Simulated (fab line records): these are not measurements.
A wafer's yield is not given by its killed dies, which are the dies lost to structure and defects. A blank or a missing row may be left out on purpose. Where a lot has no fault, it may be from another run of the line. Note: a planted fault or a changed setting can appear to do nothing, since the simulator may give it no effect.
The tool behind it: which one?    flow gf180mcu    10 lots, 30 wafers sampled, at 6 steps of a route of 602

## WHAT THE GAUGES SHOWED, per wafer
GF_V4_BOW_MEAS_05.
lot   measured      on            V4_BOW (um)
L766  day 23 06:16  filmMetro-01  138 140 142
L768  day 24 06:34  filmMetro-03  129 122 120
L767  day 24 08:31  filmMetro-02  148 127 140
L769  day 24 16:17  filmMetro-03  127 133 142
L770  day 25 01:02  filmMetro-02  131 137 136
L779  day 27 19:41  filmMetro-02  143 133 129
L783  day 29 01:37  filmMetro-03  146 137 130
L784  day 29 09:50  filmMetro-02  151 145 142
L785  day 29 18:27  filmMetro-01  144 128 138
L789  day 30 13:49  filmMetro-03  151 140 137

GF_V4_RS_MEAS_24: uses a four-point probe to measure.
lot   measured      on            V4_W_RS (ohm/sq)
L766  day 24 05:55  filmMetro-02  0.333 0.330 0.329
L768  day 25 05:26  filmMetro-01  0.338 0.339 0.336
L767  day 25 07:08  filmMetro-03  0.327 0.325 0.330
L769  day 25 15:15  filmMetro-03  0.334 0.327 0.339
L770  day 25 23:10  filmMetro-03  0.335 0.334 0.336
L779  day 28 16:46  filmMetro-01  0.328 0.357 0.335
L783  day 29 21:17  filmMetro-03  0.331 0.329 0.332
L784  day 30 05:57  filmMetro-03  0.335 0.334 0.337
L785  day 30 14:13  filmMetro-01  0.325 0.329 0.326
L789  day 31 08:13  filmMetro-03  0.326 0.328 0.329

GF_V4_THK_MEAS_25: measures by xrf.
lot   measured      on            V4_W_THK (nm)
L766  day 24 06:02  filmMetro-02  338 343 341
L768  day 25 05:32  filmMetro-01  325 328 326
L767  day 25 07:14  filmMetro-03  342 344 337
L769  day 25 15:22  filmMetro-03  335 342 330
L770  day 25 23:16  filmMetro-03  332 333 333
L779  day 28 16:52  filmMetro-01  334 306 328
L783  day 29 21:24  filmMetro-03  337 342 341
L784  day 30 06:03  filmMetro-03  340 342 337
L785  day 30 14:20  filmMetro-01  336 332 336
L789  day 31 08:19  filmMetro-03  345 344 342

GF_M5_OVL_MEAS_08.
lot   measured      on          M5_OVL (nm)
L766  day 26 01:32  overlay-02  -7 3 15
L768  day 27 01:25  overlay-02  3 8 6
L767  day 27 01:46  overlay-01  3 5 1
L769  day 27 09:23  overlay-02  -3 3 5
L770  day 27 17:36  overlay-02  11 3 1
L779  day 30 07:16  overlay-02  -2 3 -1
L783  day 31 10:58  overlay-02  10 3 9
L784  day 31 18:26  overlay-01  8 6 17
L785  day 32 02:55  overlay-01  11 7 11
L789  day 32 19:13  overlay-01  -4 0 -7

GF_V5_THK_MEAS_01.
lot   measured      on            V5_CVD_00_THK (nm)
L766  day 26 02:26  filmMetro-01  302 307 303
L768  day 27 02:11  filmMetro-04  297 297 294
L767  day 27 02:33  filmMetro-01  298 302 298
L769  day 27 10:10  filmMetro-02  303 304 303
L770  day 27 18:30  filmMetro-04  296 298 301
L779  day 30 08:03  filmMetro-02  296 297 295
L783  day 31 11:46  filmMetro-04  304 301 304
L784  day 31 19:14  filmMetro-04  300 302 302
L785  day 32 03:40  filmMetro-04  297 300 297
L789  day 32 19:59  filmMetro-02  304 300 304

## EACH LOT AND THE TOOL THAT RAN IT (in order: tool; ch and the chambers of the sampled wafers; start)
lot   GF_V4_CVD_23
L766  cvdW-02 ch 0,1, day 24 05:49
L768  cvdW-02 ch 0, day 25 05:18
L767  cvdW-02 ch 0,1, day 25 07:01
L769  cvdW-02 ch 1, day 25 15:02
L770  cvdW-01 ch 0,1, day 25 23:02
L779  cvdW-02 ch 0,1, day 28 16:37
L783  cvdW-01 ch 0,1, day 29 21:10
L784  cvdW-01 ch 0,1, day 30 05:50
L785  cvdW-01 ch 0,1, day 30 14:07
L789  cvdW-02 ch 0,1, day 31 08:04
- GF_V4_CVD_23: deposits W, target thk 350 nm, time 104.9 s.

## AS READ BY THE TOOLS THEMSELVES (means over the sampled wafers that have a number; for cases with no such wafer, the mark the record gives instead)
GF_V4_CVD_23.
lot   tool     chamberPressureTorr (Torr)  heaterPowerW (W)
L766  cvdW-02  40.03                       841
L768  cvdW-02  40.05                       837
L767  cvdW-02  40.02                       828
L769  cvdW-02  39.99                       824
L770  cvdW-01  39.97                       903
L779  cvdW-02  39.94                       837
L783  cvdW-01  39.97                       906
L784  cvdW-01  39.90                       915
L785  cvdW-01  39.91                       925
L789  cvdW-02  39.92                       840

## THE ANSWER, worked out from the rows above alone
Rule: the lots themselves supply what counts as usual. Put in order of their means at a reading, lots are off if they are a third of the lots or fewer, leave a main group of 4 or more, and stand apart from it by a gap of 3 or more times the standard deviation of the main group's means; of several such gaps the widest counts. A main group is skipped when, at the precision printed for the reading in the tables above, its means are all equal. Also off: a lot with no number at a reading for which 4 or more lots have one. All remaining lots with rows at the step are treated as sound. After the gauges, taken in route order, come the tools' own readings; for these a lot's mean is taken, as printed above. The first step at which some lot is off is used, and at that step the reading that is off furthest; a lot without a number counts as furthest.
No lot is off at any reading shown: from this, nothing can be told.

## WHAT THE SIMULATOR HAD PUT IN
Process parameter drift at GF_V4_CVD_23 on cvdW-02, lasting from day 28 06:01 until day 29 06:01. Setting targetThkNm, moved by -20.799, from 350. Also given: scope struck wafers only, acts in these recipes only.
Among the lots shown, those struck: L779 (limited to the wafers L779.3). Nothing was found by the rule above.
